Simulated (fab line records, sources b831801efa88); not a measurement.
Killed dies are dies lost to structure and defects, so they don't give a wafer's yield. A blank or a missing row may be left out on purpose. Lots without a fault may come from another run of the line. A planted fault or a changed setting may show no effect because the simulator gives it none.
Chamber matching | flow gf180mcu | GF_V1_CMP_26 on cmp-01: 4 sister chambers
The step polishes, stops on SiO2, t overpolish 15 s, target thk 0 nm. 8 wafers are shown with their chamber, then 7 later ones without.

WAFERS WITH THEIR CHAMBER
wafer  | chamber | motor_current_A (A) | time_to_endpoint_s (s)
L213.5 | 3       | 12.1                | 83.1
L221.3 | 2       | 11.4                | 86.1
L221.4 | 3       | 11.6                | 85.0
L222.1 | 2       | 11.8                | 85.7
L222.3 | 0       | 10.2                | 85.1
L222.6 | 1       | 11.2                | 85.4
L223.2 | 0       | 9.8                 | 82.8
L223.3 | 1       | 11.1                | 79.0

WAFERS WITHOUT THEIR CHAMBER
wafer  | motor_current_A (A) | time_to_endpoint_s (s)
L223.6 | 13.0                | 81.2
L232.1 | 12.1                | 89.3
L232.3 | 10.3                | 85.9
L232.4 | 11.7                | 88.3
L234.1 | 12.0                | 82.3
L234.3 | 10.9                | 79.4
L234.4 | 10.0                | 81.2

WHICH CHAMBER EACH WENT THROUGH
wafer  | from the rows above     | in truth
L223.6 | can't be placed: 3 or 2 | 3
L232.1 | can't be placed: 3 or 2 | 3
L232.3 | 0                       | 0
L232.4 | can't be placed: 2 or 3 | 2
L234.1 | can't be placed: 3 or 2 | 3
L234.3 | 1                       | 1
L234.4 | 0                       | 0
Placed correctly: 3 of 7. Can't be placed from these rows: 4 (the true chamber is among the candidates in 4). Placed wrongly: 0.
How it was worked out, from the rows above alone: a wafer's distance from a chamber is the root of the sum, over the readings, of the square of ((its reading less the chamber's mean) divided by the reading's scatter). The wafer belongs to the nearest chamber; if the next one is less than 2 further off, it can't be placed. A chamber's mean is the mean of its shown wafers. The scatter: the root of (the sum of the squares of (reading less its chamber's mean) over the shown wafers, divided by (wafers less chambers)).
